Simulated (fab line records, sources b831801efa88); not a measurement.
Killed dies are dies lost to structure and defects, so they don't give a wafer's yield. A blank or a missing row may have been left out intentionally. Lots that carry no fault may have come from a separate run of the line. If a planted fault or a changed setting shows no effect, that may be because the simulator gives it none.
The tool behind it: which one?    flow sky130    Sampling: 14 lots, 42 wafers, 4 of 708 route steps

== WHAT EACH GAUGE READ, for each wafer ==
SKY_CONTACT_CD_MEAS_14: target cd 170 nm. Usual: 169.7 nm for cd nm, sd 1.2.
lot   measured      on         cd nm (nm)         flag
L658  day 31 06:11  cd sem-02  170.7 170.5 171.1  
L659  day 31 19:55  cd sem-01  170.4 169.8 168.7  
L661  day 33 14:49  cd sem-02  168.9 168.7 168.0  
L666  day 34 10:18  cd sem-01  171.8              
L668  day 34 16:32  cd sem-01  169.8              
L671  day 35 17:41  cd sem-02  168.2 171.0 170.7  
L673  day 35 20:07  cd sem-01  169.6 168.3 170.0  
L674  day 36 00:58  cd sem-02  171.1 171.7 169.5  
L675  day 36 01:46  cd sem-02  170.4 170.4 170.9  
L676  day 36 20:53  cd sem-02  172.1 171.3 171.1  
L678  day 38 02:17  cd sem-01  169.7 169.3 168.2  
L680  day 38 03:07  cd sem-01  168.3 168.2 170.4  
L679  day 38 03:14  cd sem-02  171.4 172.2 169.4  
L681  day 38 05:28  cd sem-01  169.6 170.2 170.4  

== WHICH TOOL RAN EACH LOT (tool, then ch and the chambers of the sampled wafers, then the start) ==
lot   SKY_SD_N_RTA_14                   SKY_LOCAL_INTERCONNECT_METAL_ETCH_14  SKY_LOCAL_INTERCONNECT_STRIP_15
L658  rtp anneal-01 ch 0, day 27 15:56  rie metal-04 ch 0,1, day 30 01:29     plasma asher-02 ch 0,1, day 30 01:32
L659  rtp anneal-01 ch 0, day 28 07:34  rie metal-04 ch 0, day 30 15:50       plasma asher-01 ch 0,1, day 30 15:56
L661  rtp anneal-01 ch 0, day 30 03:36  rie metal-04 ch 0,1, day 32 11:40     plasma asher-01 ch 0,1, day 32 11:43
L666  rtp anneal-02 ch 0, day 31 00:11  rie metal-03 ch 0, day 33 08:11       plasma asher-02 ch 0,1, day 33 08:14
L668  rtp anneal-02 ch 0, day 31 04:32  rie metal-03 ch 0,1, day 33 12:32     plasma asher-01 ch 0,1, day 33 12:35
L671  rtp anneal-01 ch 0, day 32 06:11  rie metal-04 ch 0,1, day 34 13:41     plasma asher-04 ch 0,1, day 34 13:44
L673  rtp anneal-01 ch 0, day 32 09:41  rie metal-04 ch 0,1, day 34 16:58     plasma asher-04 ch 0,1, day 34 17:01
L674  rtp anneal-02 ch 0, day 32 14:15  rie metal-01 ch 0,1, day 34 21:41     plasma asher-04 ch 0,1, day 34 21:45
L675  rtp anneal-01 ch 0, day 32 16:02  rie metal-01 ch 0,1, day 34 22:41     plasma asher-04 ch 0,1, day 34 22:44
L676  rtp anneal-02 ch 0, day 33 10:23  rie metal-04 ch 0,1, day 35 17:08     plasma asher-02 ch 0,1, day 35 17:11
L678  rtp anneal-02 ch 0, day 34 16:29  rie metal-01 ch 0,1, day 36 22:59     plasma asher-04 ch 0,1, day 36 23:02
L680  rtp anneal-01 ch 0, day 34 16:52  rie metal-04 ch 0,1, day 36 23:11     plasma asher-02 ch 0,1, day 36 23:15
L679  rtp anneal-02 ch 0, day 34 17:33  rie metal-03 ch 1, day 36 23:45       plasma asher-01 ch 0,1, day 36 23:48
L681  rtp anneal-01 ch 0, day 34 19:44  rie metal-04 ch 0,1, day 37 01:49     plasma asher-04 ch 0,1, day 37 01:52
- SKY_SD_N_RTA_14: time 2 s.
- SKY_LOCAL_INTERCONNECT_METAL_ETCH_14: etches TiN in Cl2/BCl3, stops on PSG, target depth 110 nm, time 31.4 s.
- SKY_LOCAL_INTERCONNECT_STRIP_15: strips in O2/N2.

== WHAT THE TOOLS THEMSELVES READ (means of the sampled wafers that have a number; where no wafer has one, the mark that the record gives instead) ==
SKY_SD_N_RTA_14. Usual: lamp power pct 15.73 %, standard deviation 0.056; wafer_temp_C_max 1078.2, standard deviation 1.4.
lot   tool           lamp power pct (%)  wafer_temp_C_max  flag
L658  rtp anneal-01  15.71               1078.2            
L659  rtp anneal-01  15.71               1077.9            
L661  rtp anneal-01  15.71               1078.2            
L666  rtp anneal-02  15.73               1078.0            
L668  rtp anneal-02  15.76               1077.8            
L671  rtp anneal-01  15.67               1078.8            
L673  rtp anneal-01  15.74               1077.2            
L674  rtp anneal-02  15.76               1078.8            
L675  rtp anneal-01  15.74               1078.0            
L676  rtp anneal-02  15.79               1076.4            
L678  rtp anneal-02  15.74               1076.8            
L680  rtp anneal-01  15.64               1077.4            
L679  rtp anneal-02  15.74               1078.1            
L681  rtp anneal-01  15.70               1077.2            

SKY_LOCAL_INTERCONNECT_METAL_ETCH_14. Usual: bcl3 flow sccm 30.00 sccm, standard deviation 0.084; drypump motor current A 6.28 A, standard deviation 0.29; oes product au 0.943 a.u., standard deviation 0.0086; rf fwd power W 888 W, standard deviation 5.4; throttle valve pct 21.900 %, standard deviation 0.01.
lot   tool          bcl3 flow sccm (sccm)  drypump motor current A (A)  oes product au (a.u.)  rf fwd power W (W)  throttle valve pct (%)  flag
L658  rie metal-04  29.97                  6.36                         0.939                  883                 21.892                  
L659  rie metal-04  30.01                  6.34                         0.942                  892                 21.901                  
L661  rie metal-04  30.00                  6.35                         0.939                  879                 21.901                  
L666  rie metal-03  29.98                  5.79                         0.905                  887                 21.922                  OFF
L668  rie metal-03  29.93                  6.03                         0.907                  887                 21.917                  OFF
L671  rie metal-04  30.06                  6.37                         0.937                  883                 21.901                  
L673  rie metal-04  30.02                  6.35                         0.938                  888                 21.896                  
L674  rie metal-01  30.03                  6.18                         0.949                  894                 21.905                  
L675  rie metal-01  30.07                  6.39                         0.934                  890                 21.908                  
L676  rie metal-04  29.98                  6.37                         0.940                  884                 21.900                  
L678  rie metal-01  29.98                  6.42                         0.945                  895                 21.894                  
L680  rie metal-04  30.00                  6.33                         0.934                  886                 21.916                  
L679  rie metal-03  30.01                  6.55                         0.943                  891                 21.902                  
L681  rie metal-04  30.08                  6.38                         0.942                  882                 21.905                  

SKY_LOCAL_INTERCONNECT_STRIP_15. Usual: drypump motor current A 5.7 A, standard deviation 0.54; oes product au 0.427 a.u., standard deviation 0.0044; strip time to endpoint s 4.726 s, standard deviation 0.025.
lot   tool             drypump motor current A (A)  oes product au (a.u.)  strip time to endpoint s (s)  flag
L658  plasma asher-02  5.7                          0.428                  4.742                         
L659  plasma asher-01  5.6                          0.427                  4.703                         
L661  plasma asher-01  5.8                          0.423                  4.697                         
L666  plasma asher-02  5.7                          0.426                  4.794                         
L668  plasma asher-01  5.8                          0.425                  4.782                         
L671  plasma asher-04  6.1                          0.431                  4.741                         
L673  plasma asher-04  6.1                          0.432                  4.720                         
L674  plasma asher-04  5.6                          0.431                  4.764                         
L675  plasma asher-04  6.1                          0.425                  4.723                         
L676  plasma asher-02  5.7                          0.427                  4.709                         
L678  plasma asher-04  5.6                          0.428                  4.743                         
L680  plasma asher-02  5.6                          0.426                  4.739                         
L679  plasma asher-01  5.6                          0.427                  4.740                         
L681  plasma asher-04  6.1                          0.430                  4.729                         

== THE ANSWER, worked out from the rows above alone ==
Rule: a lot counts as off when the mean over its wafers that have a number is more than 3 standard deviations away from the usual mean. A lot without any number at a reading at which 4 lots or more have one is off too. Any other lot the step has rows for is counted as sound. Order of review: gauges by route order, followed by the tools' own readings, for which a lot's mean as printed above is used. At the first step where some lot is off, the reading lying furthest off is the one used; lots without a number count as furthest.
Off: L666, L668, at SKY_LOCAL_INTERCONNECT_METAL_ETCH_14 (oes product au).
A tool fits if, at that step or a process step before it, it ran every lot that is off, and no sound lot after the first of them. Not one of the candidates tried fits.

== WHAT WAS PUT IN BY THE SIMULATOR ==
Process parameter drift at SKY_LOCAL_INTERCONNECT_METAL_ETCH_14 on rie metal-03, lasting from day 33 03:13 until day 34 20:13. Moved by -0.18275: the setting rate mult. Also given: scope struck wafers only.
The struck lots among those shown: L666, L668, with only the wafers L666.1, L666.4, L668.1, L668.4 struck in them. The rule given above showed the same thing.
